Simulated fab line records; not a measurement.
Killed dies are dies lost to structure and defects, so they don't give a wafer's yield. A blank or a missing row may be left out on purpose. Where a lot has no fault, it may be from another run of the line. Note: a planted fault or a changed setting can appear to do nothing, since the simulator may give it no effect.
Matching of chambers -- flow sky130 -- SKY_FIELD_ISO_CMP_27 on cmp-02: 4 sister chambers
The step polishes, stops on Si3N4, t overpolish 16 s, target thk 457.8 nm. 8 wafers are shown with their chamber, then 10 later ones without.

WAFERS PAIRED WITH THEIR CHAMBERS
wafer,chamber,motorCurrentA (A),timeToEndpointS (s)
L075.5,3,10.8,119
L082.6,0,16.2,117
L083.1,3,11.2,118
L088.2,0,15.4,120
L088.4,1,12.0,127
L088.5,2,11.1,123
L089.1,2,11.1,122
L089.3,1,11.9,127

WAFERS MISSING THEIR CHAMBER
wafer,motorCurrentA (A),timeToEndpointS (s)
L089.5,10.4,128
L091.3,10.8,121
L091.4,11.7,121
L091.6,11.3,119
L092.1,12.2,121
L092.2,11.1,118
L092.4,16.0,111
L095.1,16.5,110
L095.2,11.0,116
L095.6,11.9,118

EACH ONE'S CHAMBER
wafer,from the rows above,in truth
L089.5,can't be placed: 1 or 2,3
L091.3,can't be placed: 2 or 3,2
L091.4,can't be placed: 2 or 3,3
L091.6,3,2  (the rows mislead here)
L092.1,can't be placed: 2 or 3 or 1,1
L092.2,3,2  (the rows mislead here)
L092.4,0,0
L095.1,0,0
L095.2,3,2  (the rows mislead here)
L095.6,can't be placed: 3 or 2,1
Placed correctly: 2 of 10. Not placeable from these rows: 5 (in 3, the candidates include the true chamber). 3 placed wrongly.
How it was worked out, from the rows above alone: a wafer's distance from a chamber is the root of the sum, over the readings, of the square of ((its reading less the chamber's mean) divided by the reading's scatter). If the next closest chamber is less than 2 further off than the closest, the wafer can't be placed; otherwise it belongs to the closest. A chamber's mean is the mean of its shown wafers. How the scatter is found: for the shown wafers, subtract from each reading the mean of its chamber, square and add these, divide the total by (wafers less chambers), then take the root.
